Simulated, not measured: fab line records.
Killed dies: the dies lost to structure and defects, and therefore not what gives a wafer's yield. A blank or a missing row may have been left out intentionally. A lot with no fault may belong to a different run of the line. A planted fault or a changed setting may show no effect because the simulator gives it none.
Which tool is to blame? :: flow sky130 :: route of 708 steps, sampled at 1 step: 6 lots, 18 wafers

== WHAT THE GAUGES READ, wafer by wafer ==
SKY_VT_ADJUST_PCH_TW_MEAS_10.
lot: L328
measured: day 10 11:31
on: film metro-03
VT_ADJUST_PCH_TW: 142.6 141.9 142.5

lot: L330
measured: day 11 04:43
on: film metro-03
VT_ADJUST_PCH_TW: 142.2 142.1 143.0

lot: L332
measured: day 12 03:52
on: film metro-02
VT_ADJUST_PCH_TW: 143.2 142.6 142.5

lot: L338
measured: day 14 01:10
on: film metro-03
VT_ADJUST_PCH_TW: 142.9 142.6 142.4

lot: L346
measured: day 16 17:39
on: film metro-02
VT_ADJUST_PCH_TW: 142.1 142.7 142.4

lot: L349
measured: day 17 08:35
on: film metro-03
VT_ADJUST_PCH_TW: 142.2 142.1 141.8

== WHICH TOOL RAN EACH LOT (tool, then ch and the chambers of the sampled wafers, then the start) ==
Record: no process step prior to these readings.

== THE ANSWER, worked out from the rows above alone ==
Rule: what is usual is taken from the lots themselves. The widest of any qualifying gaps counts: lots, ordered by their means at a reading, are off when they make up no more than a third of the lots, leave a main group of 4 or more, and stand apart from it by 3 or more times the standard deviation of that group's means. Not used: any main group whose means are identical at the precision the tables above print for the reading. A lot without any number at a reading at which 4 lots or more have one is off too. Any other lot the step has rows for is counted as sound.
Across all readings shown, no lot is off: no conclusion can be drawn from this.

== WHAT WAS PUT IN BY THE SIMULATOR ==
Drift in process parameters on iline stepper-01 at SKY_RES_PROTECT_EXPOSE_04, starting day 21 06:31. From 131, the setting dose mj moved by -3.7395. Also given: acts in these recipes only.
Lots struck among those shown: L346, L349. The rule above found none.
